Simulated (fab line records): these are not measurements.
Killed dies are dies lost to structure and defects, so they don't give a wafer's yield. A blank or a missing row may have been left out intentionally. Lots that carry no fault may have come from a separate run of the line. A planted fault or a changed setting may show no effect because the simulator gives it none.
Struck lot and sound lot, side by side | flow sky130 | 15 steps out of a route of 708
Sound: these wafers, L452.2, L452.3, L452.5. Struck: wafer L454.4 (L454.2, L454.5, from the same lot, were not struck and are left out); the cause is given at the end.
Per side, at each step with rows, come the tool, then ch with its chambers, and then its first start. Under that, the readings that differ: sound wafers | struck wafers | difference of the means | sigmas: that difference in standard deviations of wafers without a fault.
alike: same words and numbers on both sides, and readings whose means sit less than 2 such deviations apart. not compared: any withheld reading, any reading some wafer has no value for, any bound like >300 that may hide the same value, and any number with overlapping values for which the record gives no deviation.
The two part at a step that has a row with sigmas, a row that says differs or no value, or rows on one side only. Non-overlapping numbers with no deviation appear without sigmas and do not part them. A reading missing from all wafers of one side parts the sides only when that side holds two or more wafers.

first, 2 steps without rows for these wafers: SKY_VIA4_PEB_09; SKY_VIA4_DEVELOP_10 (develop time 60 s).
SKY_VIA4_OVL_MEAS_11:
  sound on overlay-01, day 45 12:04; struck on overlay-02, day 46 01:46
  alike: VIA4_OVL
SKY_VIA4_ETCH_12: etches SiO2 in C4F8/O2/Ar, stops on TiN, target depth 580 nm.
  sound on rie-diel-04 ch 0,2,3, day 45 12:05; struck on rie-diel-04 ch 3, day 46 01:47
  reading               | sound             | struck | difference | sigmas
  oes-product-au (a.u.) | 0.919 0.926 0.924 | 0.913  | -0.010     | -2
SKY_VIA4_STRIP_13: strips in O2/N2.
  sound on plasma-asher-04 ch 0,1, day 45 12:10; struck on plasma-asher-03 ch 1, day 46 01:52
  reading                      | sound                | struck | difference | sigmas
  strip-time-to-endpoint-s (s) | 12.799 12.844 12.773 | 12.873 | +0.068     | +3
  alike: drypump-motor-current-A, oes-product-au
  not compared: rf-hours-counter-h
then, 3 steps without rows for these wafers: SKY_VIA4_STRIP_14 (strips in post etch residue remover, time 1200 s); SKY_VIA4_CLEAN_15 (cleans in IPA, time 180 s); SKY_VIA4_CLEAN_16 (cleans in O3/DIW).
SKY_VIA4_SPUTTER_17: material TiN, target thk 20 nm, time 80 s.
  sound on pvd-sputter-02, day 45 12:48; struck on pvd-sputter-02, day 46 02:29
  alike: throttle-valve-pct
SKY_VIA4_CVD_18: deposits W, target thk 505 nm, time 152.14 s.
  sound on cvd-w-01 ch 0,1, day 45 12:52; struck on cvd-w-02 ch 1, day 46 02:33
  alike: heater-power-w, susceptor-temp-C
SKY_VIA4_RS_MEAS_19: uses a four-point probe to measure.
  sound on film-metro-04, day 45 13:02; struck on film-metro-04, day 46 02:43
  alike: VIA4_W_RS
SKY_VIA4_THK_MEAS_20: measures by xrf.
  sound on film-metro-04, day 45 13:08; struck on film-metro-04, day 46 02:50
  alike: VIA4_W_THK
SKY_VIA4_CMP_21: polishes, stops on SiO2, t overpolish 25 s, target thk 0 nm.
  sound on cmp-02 ch 0,3, day 45 13:11; struck on cmp-01 ch 0, day 46 03:13
  reading                | sound                | struck | difference | sigmas
  motor-current-A (A)    | 10.5 11.7 11.4       | 14.9   | +3.7       | +3
  overpolish-run-s (s)   | 25.025 24.999 24.999 | 0.041  | -24.967    | -99 or more
  time-to-endpoint-s (s) | 114 119 118          | 191    | +74        | +18
SKY_METAL5_SPUTTER_00: material Ti, target thk 15 nm, time 10 s.
  rows exist in the record for the sound wafers here (pvd-sputter-01, day 45 13:29), none for the struck ones
-- the record jumps here: 3 days lie between the struck wafers' starts before and after (it left off in module METAL5 and takes up again in module PAD_OPEN, whose first step shown is number 708 of the route) --
SKY_PAD_OPEN_PROBE_99:
  only the struck wafers here have rows in the record (prober-02, day 48 17:40); the sound ones have none

## WHERE THEY PART
Last at SKY_PAD_OPEN_PROBE_99 as far as this record goes, first at SKY_VIA4_ETCH_12.

WHY: whatever the simulator had introduced
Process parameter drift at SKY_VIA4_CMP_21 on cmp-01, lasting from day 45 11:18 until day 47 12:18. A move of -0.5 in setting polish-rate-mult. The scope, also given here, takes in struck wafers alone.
